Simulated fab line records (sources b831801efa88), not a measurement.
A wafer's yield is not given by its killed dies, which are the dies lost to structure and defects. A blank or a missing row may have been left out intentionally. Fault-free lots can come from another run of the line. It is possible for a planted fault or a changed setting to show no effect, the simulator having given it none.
Which of the tools did it? | flow gf180mcu | 13 lots, 39 wafers sampled, at 5 steps of a route of 602

== WHAT EACH GAUGE READ, for each wafer ==
GF_V4_THK_MEAS_03.
lot  | measured     | on           | V4_CVD_02_THK (nm)
L468 | day 23 22:05 | filmMetro-04 | 829 848 860
L469 | day 24 01:53 | filmMetro-02 | 836 847 865
L472 | day 25 09:25 | filmMetro-01 | 858 874 861
L473 | day 25 13:29 | filmMetro-02 | 841 852 851
L474 | day 25 22:47 | filmMetro-01 | 862 851 880
L475 | day 26 02:41 | filmMetro-04 | 853 836 867
L483 | day 28 17:55 | filmMetro-01 | 862 863 859
L484 | day 28 21:27 | filmMetro-02 | 814 839 820
L485 | day 29 03:29 | filmMetro-02 | 846 862 857
L486 | day 29 11:19 | filmMetro-02 | 844 835 852
L487 | day 29 19:12 | filmMetro-01 | 847 853 839
L488 | day 30 07:16 | filmMetro-04 | 856 850 860
L490 | day 30 14:07 | filmMetro-04 | 847 848 855

GF_MIM_THK_MEAS_06.
lot  | measured     | on           | MIM_CVD_05_THK (nm)
L468 | day 24 22:40 | filmMetro-03 | 42.3 42.4 42.2
L469 | day 25 02:26 | filmMetro-02 | 43.0 41.5 42.1
L472 | day 26 09:10 | filmMetro-02 | 41.5 42.1 42.3
L473 | day 26 11:16 | filmMetro-04 | 84.0 85.6 85.4
L474 | day 26 22:43 | filmMetro-03 | 84.4 85.2 85.7
L475 | day 27 01:27 | filmMetro-04 | 83.3 83.2 84.4
L483 | day 29 14:40 | filmMetro-04 | 41.5 42.3 42.0
L484 | day 29 19:09 | filmMetro-03 | 42.1 41.2 42.5
L485 | day 30 00:06 | filmMetro-03 | 42.3 42.9 42.7
L486 | day 30 08:14 | filmMetro-04 | 42.6 42.4 42.6
L487 | day 30 15:48 | filmMetro-03 | 42.0 42.9 42.8
L488 | day 31 03:27 | filmMetro-03 | 42.2 41.2 42.2
L490 | day 31 09:57 | filmMetro-03 | 40.9 41.8 42.0

== TOOL THAT RAN EACH LOT (tool first, then ch and the chambers of the sampled wafers, then the start) ==
lot  | GF_V4_ETCH_16                     | GF_MIM_SPUTTER_04           | GF_MIM_CVD_05
L468 | rieDiel-01 ch 1,2, day 24 21:03   | pvdSputter-01, day 24 22:35 | pecvd-02 ch 0,1,2, day 24 22:38
L469 | rieDiel-02 ch 0,1,3, day 25 00:22 | pvdSputter-03, day 25 02:22 | pecvd-04 ch 0,2, day 25 02:25
L472 | rieDiel-02 ch 1,3, day 26 07:33   | pvdSputter-03, day 26 09:05 | pecvd-03 ch 0,2, day 26 09:08
L473 | rieDiel-03 ch 0,1,3, day 26 09:28 | pvdSputter-01, day 26 11:00 | pecvd-03 ch 1,2, day 26 11:02
L474 | rieDiel-02 ch 1,2,3, day 26 20:51 | pvdSputter-03, day 26 22:23 | pecvd-03 ch 0,1,2, day 26 22:26
L475 | rieDiel-02 ch 1,3, day 26 23:37   | pvdSputter-04, day 27 01:11 | pecvd-04 ch 0,1, day 27 01:13
L483 | rieDiel-03 ch 1,2, day 29 13:03   | pvdSputter-04, day 29 14:35 | pecvd-02 ch 1,2, day 29 14:38
L484 | rieDiel-02 ch 1,2,3, day 29 17:33 | pvdSputter-01, day 29 19:05 | pecvd-03 ch 0,1,2, day 29 19:07
L485 | rieDiel-01 ch 0,1,3, day 29 22:27 | pvdSputter-03, day 30 00:01 | pecvd-04 ch 1,2, day 30 00:04
L486 | rieDiel-02 ch 1,2,3, day 30 06:36 | pvdSputter-03, day 30 08:09 | pecvd-03 ch 0,2, day 30 08:11
L487 | rieDiel-01 ch 0,1,3, day 30 14:03 | pvdSputter-04, day 30 15:43 | pecvd-04 ch 1,2, day 30 15:46
L488 | rieDiel-01 ch 2,3, day 31 01:49   | pvdSputter-03, day 31 03:23 | pecvd-02 ch 0,1, day 31 03:25
L490 | rieDiel-02 ch 1,2, day 31 08:21   | pvdSputter-03, day 31 09:53 | pecvd-02 ch 0,2, day 31 09:55
- GF_V4_ETCH_16: etches BARC in N2/H2.
- GF_MIM_SPUTTER_04: material TiN, target thk 50 nm, time 41.7 s.
- GF_MIM_CVD_05: deposits Si3N4, target thk 42 nm, time 29.086 s.

== WHAT THE TOOLS THEMSELVES READ (means of the sampled wafers that have a number; where no wafer has one, the mark that the record gives instead) ==
GF_V4_ETCH_16.
lot  | tool       | drypumpMotorCurrentA (A) | oesProductAu (a.u.) | throttleValvePct (%)
L468 | rieDiel-01 | 5.4                      | 0.861               | 13.231
L469 | rieDiel-02 | 5.7                      | 0.855               | 13.219
L472 | rieDiel-02 | 5.4                      | 0.862               | 13.228
L473 | rieDiel-03 | 5.6                      | 0.855               | 13.232
L474 | rieDiel-02 | 5.6                      | 0.856               | 13.226
L475 | rieDiel-02 | 5.4                      | 0.857               | 13.224
L483 | rieDiel-03 | 5.2                      | 0.855               | 13.225
L484 | rieDiel-02 | 5.6                      | 0.850               | 13.226
L485 | rieDiel-01 | 5.8                      | 0.854               | 13.227
L486 | rieDiel-02 | 5.6                      | 0.854               | 13.224
L487 | rieDiel-01 | 5.9                      | 0.854               | 13.231
L488 | rieDiel-01 | 5.5                      | 0.857               | 13.229
L490 | rieDiel-02 | 5.7                      | 0.858               | 13.221

GF_MIM_SPUTTER_04.
lot  | tool          | throttleValvePct (%)
L468 | pvdSputter-01 | 30.0
L469 | pvdSputter-03 | 30.2
L472 | pvdSputter-03 | 30.1
L473 | pvdSputter-01 | 30.1
L474 | pvdSputter-03 | 30.0
L475 | pvdSputter-04 | 31.0
L483 | pvdSputter-04 | 30.9
L484 | pvdSputter-01 | 29.9
L485 | pvdSputter-03 | 30.0
L486 | pvdSputter-03 | 30.1
L487 | pvdSputter-04 | 30.8
L488 | pvdSputter-03 | 32.5
L490 | pvdSputter-03 | 30.9

GF_MIM_CVD_05.
lot  | tool     | heaterPowerW (W)
L468 | pecvd-02 | 614
L469 | pecvd-04 | 577
L472 | pecvd-03 | 747
L473 | pecvd-03 | 608
L474 | pecvd-03 | 653
L475 | pecvd-04 | 643
L483 | pecvd-02 | 532
L484 | pecvd-03 | 676
L485 | pecvd-04 | 630
L486 | pecvd-03 | 655
L487 | pecvd-04 | 623
L488 | pecvd-02 | 657
L490 | pecvd-02 | 627

== THE ANSWER, worked out from the rows above alone ==
Rule: what is usual is taken from the lots themselves. Put in order of their means at a reading, lots are off if they are a third of the lots or fewer, leave a main group of 4 or more, and stand apart from it by a gap of 3 or more times the standard deviation of the main group's means; of several such gaps the widest counts. A main group is skipped when, at the precision printed for the reading in the tables above, its means are all equal. A lot without any number at a reading at which 4 lots or more have one is off too. All remaining lots with rows at the step are treated as sound. After the gauges, taken in route order, come the tools' own readings; for these a lot's mean is taken, as printed above. The first step at which some lot is off is used, and at that step the reading that is off furthest; a lot without a number counts as furthest.
Off: at GF_MIM_THK_MEAS_06 (MIM_CVD_05_THK), L473, L474, L475. Mean 42.1 nm and standard deviation 0.34 in the main group.
If a tool, at a process step before that reading, ran all the lots that are off and no sound lot after the first of them, it fits. Gauges at GF_MIM_THK_MEAS_06: tried the same way as those tools. Of those tried, none fits.

== WHAT THE SIMULATOR PUT IN ==
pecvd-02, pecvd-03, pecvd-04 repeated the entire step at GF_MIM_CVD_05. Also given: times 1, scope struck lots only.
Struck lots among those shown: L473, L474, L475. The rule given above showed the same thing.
